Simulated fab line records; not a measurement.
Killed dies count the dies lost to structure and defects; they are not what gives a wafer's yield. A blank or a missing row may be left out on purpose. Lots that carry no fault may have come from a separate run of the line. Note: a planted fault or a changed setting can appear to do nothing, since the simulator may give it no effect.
A struck lot beside a sound one / flow sfq-line / 24 out of 325 route steps
Sound: these wafers, L970.3, L970.5, L970.6. Wafers struck: L976.2, L976.4, L976.5. The cause comes at the end.
Each step with rows lists, per side, the tool, then ch with its chambers, then its first start. Under that, the readings that differ: sound wafers / struck wafers / difference of the means / sigmas: that difference in standard deviations of wafers without a fault.
alike: same words and numbers on both sides, and readings whose means sit less than 2 such deviations apart. not compared: any withheld reading, any reading some wafer has no value for, any bound like >300 that may hide the same value, and any number with overlapping values for which the record gives no deviation.
The two part at a step that has a row with sigmas, a row that says differs or no value, or rows on one side only. Numbers that don't overlap but have no deviation are shown without sigmas and don't part them. Lack of a reading on every wafer of one side parts them only where that side has two or more wafers.

first, 1 step without rows for these wafers: SFQ_TRILAYER_M1_STRIP_SOLV_CLEAN_044 (cleans in NMP, time 600 s).
SFQ_TRILAYER_I1_DEP_PECVD_045: deposits SiO2 from SiH4/N2O, time 111.11 s, target thk 500 nm.
  sound on pecvd-03 ch 0,2, day 20 10:05; struck on pecvd-01 ch 0,1, day 22 07:49
  alike: heater-power-w, throttle-valve-pct
SFQ_TRILAYER_I1_CMP_CMP_046: polishes SiO2.
  sound on cmp-02 ch 2,3, day 20 10:10; struck on cmp-02 ch 0,2, day 22 10:10
  alike: motor-current-A, platen-rpm, time-to-endpoint-s
SFQ_I1_BOW_MEAS_912:
  sound on film-metro-02, day 20 13:13; struck on film-metro-02, day 22 13:11
  alike: I1_BOW
SFQ_TRILAYER_I1_METRO_MEASURE_047:
  sound on film-metro-02, day 20 13:41; struck on film-metro-02, day 22 13:29
  alike: thk-nm
then, 6 steps without rows for these wafers: SFQ_TRILAYER_I1_VIA_LITHO_COAT_054 (resist thk 62 nm); SFQ_TRILAYER_I1_VIA_LITHO_COAT_049 (resist thk 650 nm); SFQ_TRILAYER_I1_VIA_LITHO_SOFTBAKE_053; SFQ_TRILAYER_I1_VIA_LITHO_EXPOSE_050 (exposes mask I1, target cd 500 nm); SFQ_TRILAYER_I1_VIA_LITHO_PEB_052 (peb time 60 s); SFQ_TRILAYER_I1_VIA_LITHO_DEVELOP_051 (time 60 s).
-- the record jumps here: 6 days lie between the struck wafers' starts before and after --
SFQ_I1_OVL_MEAS_913:
  sound on overlay-02, day 27 02:58; struck on overlay-02, day 28 21:25
  alike: I1_OVL
SFQ_TRILAYER_I1_VIA_BARC_OPEN_VIA_ETCH_071: etches BARC in O2, target depth 125 nm, time 41.7 s.
  sound on rie-diel-03 ch 0,1, day 27 03:00; struck on rie-diel-01 ch 0,3, day 28 21:26
  no value came back on the struck wafers for bias-w (W), chamber-pressure-mTorr (mTorr), drypump-motor-current-A (A), oes-product-au (a.u.); on the sound wafers bias-w (W) reads 80.38 80.09 80.02
reading=model.KrF_of_TRILAYER_I1_VIA_LITHO_COAT_049.thk-nm (nm); sound=571.7 570.5 574.5; struck=626.2 626.1 625.8; difference=+53.8; sigmas=
  not compared: rf-hours-counter-h
SFQ_TRILAYER_I1_VIA_ETCH_VIA_ETCH_052: etches SiO2 in CHF3, stops on Nb, target depth 260 nm.
  sound on rie-diel-03 ch 0,1, day 27 03:02; struck on rie-diel-01 ch 0,3, day 28 21:29
reading=oes-product-au (a.u.); sound=0.856 0.848 0.851; struck=0.376 0.378 0.373; difference=-0.476; sigmas=-90
reading=model.KrF_of_TRILAYER_I1_VIA_LITHO_COAT_049.thk-nm (nm); sound=528 525.4 531.2; struck=581 580.9 581.3; difference=+53; sigmas=
  alike: bias-w, chamber-pressure-mTorr, drypump-motor-current-A
SFQ_TRILAYER_I1_VIA_STRIP_STRIP_053: strips in O2.
  sound on rie-metal-01 ch 1, day 27 03:33; struck on rie-metal-01 ch 0,1, day 28 21:35
  alike: drypump-motor-current-A, oes-product-au, platen-temp-c
  not compared: rf-hours-counter-h
then, 2 steps without rows for these wafers: SFQ_TRILAYER_I1_VIA_STRIP_SOLV_CLEAN_054 (cleans in NMP, time 600 s); SFQ_TRILAYER_M2_DEP_PRE_CLEAN_056 (time 22.5 s).
SFQ_TRILAYER_M2_DEP_SPUTTER_055: material Nb, target thk 200 nm, time 133.3 s.
  sound on pvd-sputter-03, day 27 04:33; struck on pvd-sputter-05, day 28 22:24
  alike: cathode-dc-power-W, throttle-valve-pct
SFQ_M2_RS_MEAS_914: measurement is done with a four-point probe.
  sound on film-metro-04, day 27 04:41; struck on film-metro-02, day 28 22:31
  alike: M2_NB_RS
then, 3 steps without rows for these wafers: SFQ_TRILAYER_M2_LITHO_COAT_062 (resist thk 62 nm); SFQ_TRILAYER_M2_LITHO_COAT_057 (resist thk 600 nm); SFQ_TRILAYER_M2_LITHO_SOFTBAKE_061.
-- the record jumps here: 6 days lie between the struck wafers' starts before and after --
SFQ_TRILAYER_M2_LITHO_EXPOSE_058: exposes mask M2, target cd 500 nm.
  struck on krf-scanner-02, day 34 21:05; sound on krf-scanner-02 ch 0, day 33 04:29
  no value came back on the struck wafers for exposure-dose-mJ-cm2, focus-offset-nm (nm); on the sound wafers exposure-dose-mJ-cm2 reads 14.429 14.409 14.415
  alike: mask
then, 1 step without rows for these wafers: SFQ_TRILAYER_M2_LITHO_PEB_060 (peb time 60 s).

== WHERE THEY PART ==
First at SFQ_TRILAYER_I1_VIA_BARC_OPEN_VIA_ETCH_071; last, within this record, at SFQ_TRILAYER_M2_LITHO_EXPOSE_058.

WHY: what had been put in by the simulator
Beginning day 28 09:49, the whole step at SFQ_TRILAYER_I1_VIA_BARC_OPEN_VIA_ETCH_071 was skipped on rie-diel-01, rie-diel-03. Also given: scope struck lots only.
